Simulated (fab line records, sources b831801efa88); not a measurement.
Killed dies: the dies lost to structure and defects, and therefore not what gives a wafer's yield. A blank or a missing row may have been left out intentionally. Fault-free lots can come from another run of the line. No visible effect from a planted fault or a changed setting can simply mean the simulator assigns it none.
Which of the tools did it? || flow sky130 || 10 lots, 30 wafers sampled, at 2 steps of a route of 708

WHAT THE GAUGES READ, wafer by wafer
SKY_VIA1_RS_MEAS_22: uses a four-point probe to measure.
{"lot": "L612", "measured": "day 34 18:59", "on": "film-metro-04", "VIA1_W_RS (ohm/sq)": "0.431 0.428 0.434"}
{"lot": "L613", "measured": "day 35 08:37", "on": "film-metro-02", "VIA1_W_RS (ohm/sq)": "0.426 0.425 0.426"}
{"lot": "L614", "measured": "day 35 10:41", "on": "film-metro-02", "VIA1_W_RS (ohm/sq)": "0.302 0.435 0.433"}
{"lot": "L618", "measured": "day 36 14:16", "on": "film-metro-01", "VIA1_W_RS (ohm/sq)": "0.434 0.301 0.304"}
{"lot": "L624", "measured": "day 38 16:49", "on": "film-metro-01", "VIA1_W_RS (ohm/sq)": "0.416 0.415 0.424"}
{"lot": "L625", "measured": "day 38 20:23", "on": "film-metro-04", "VIA1_W_RS (ohm/sq)": "0.422 0.429 0.426"}
{"lot": "L626", "measured": "day 39 06:16", "on": "film-metro-02", "VIA1_W_RS (ohm/sq)": "0.428 0.424 0.431"}
{"lot": "L630", "measured": "day 40 04:45", "on": "film-metro-01", "VIA1_W_RS (ohm/sq)": "0.435 0.443 0.436"}
{"lot": "L631", "measured": "day 40 16:59", "on": "film-metro-01", "VIA1_W_RS (ohm/sq)": "0.426 0.435 0.423"}
{"lot": "L632", "measured": "day 40 19:44", "on": "film-metro-02", "VIA1_W_RS (ohm/sq)": "0.415 0.425 0.414"}

EACH LOT AND THE TOOL THAT RAN IT (in order: tool; ch and the chambers of the sampled wafers; start)
{"lot": "L612", "SKY_VIA1_CVD_21": "cvd-w-02 ch 0,1, day 34 18:53"}
{"lot": "L613", "SKY_VIA1_CVD_21": "cvd-w-02 ch 0,1, day 35 08:31"}
{"lot": "L614", "SKY_VIA1_CVD_21": "cvd-w-02 ch 0,1, day 35 10:34"}
{"lot": "L618", "SKY_VIA1_CVD_21": "cvd-w-02 ch 0,1, day 36 14:10"}
{"lot": "L624", "SKY_VIA1_CVD_21": "cvd-w-01 ch 0,1, day 38 16:44"}
{"lot": "L625", "SKY_VIA1_CVD_21": "cvd-w-01 ch 0,1, day 38 20:16"}
{"lot": "L626", "SKY_VIA1_CVD_21": "cvd-w-02 ch 0,1, day 39 06:08"}
{"lot": "L630", "SKY_VIA1_CVD_21": "cvd-w-02 ch 1, day 40 04:39"}
{"lot": "L631", "SKY_VIA1_CVD_21": "cvd-w-02 ch 0,1, day 40 16:52"}
{"lot": "L632", "SKY_VIA1_CVD_21": "cvd-w-01 ch 0,1, day 40 19:38"}
- SKY_VIA1_CVD_21: deposits W, target thk 270 nm, time 80.902 s.

THE ANSWER, worked out from the rows above alone
Rule: the lots themselves supply what counts as usual. Put in order of their means at a reading, lots are off if they are a third of the lots or fewer, leave a main group of 4 or more, and stand apart from it by a gap of 3 or more times the standard deviation of the main group's means; of several such gaps the widest counts. If all means in a main group match to the digits the tables above print for the reading, that group is not used. Also off: a lot with no number at a reading for which 4 or more lots have one. The other lots that the step has rows for count as sound.
Off: L614, L618, seen at SKY_VIA1_RS_MEAS_22 (VIA1_W_RS). Main group: mean 0.427 ohm/sq, sd 0.0061.
A tool fits if, at a process step before that reading, it ran every lot that is off, and no sound lot after the first of them. Gauges at SKY_VIA1_RS_MEAS_22: tried the same way as those tools. Not one of the candidates tried fits.

WHAT THE SIMULATOR HAD INSERTED
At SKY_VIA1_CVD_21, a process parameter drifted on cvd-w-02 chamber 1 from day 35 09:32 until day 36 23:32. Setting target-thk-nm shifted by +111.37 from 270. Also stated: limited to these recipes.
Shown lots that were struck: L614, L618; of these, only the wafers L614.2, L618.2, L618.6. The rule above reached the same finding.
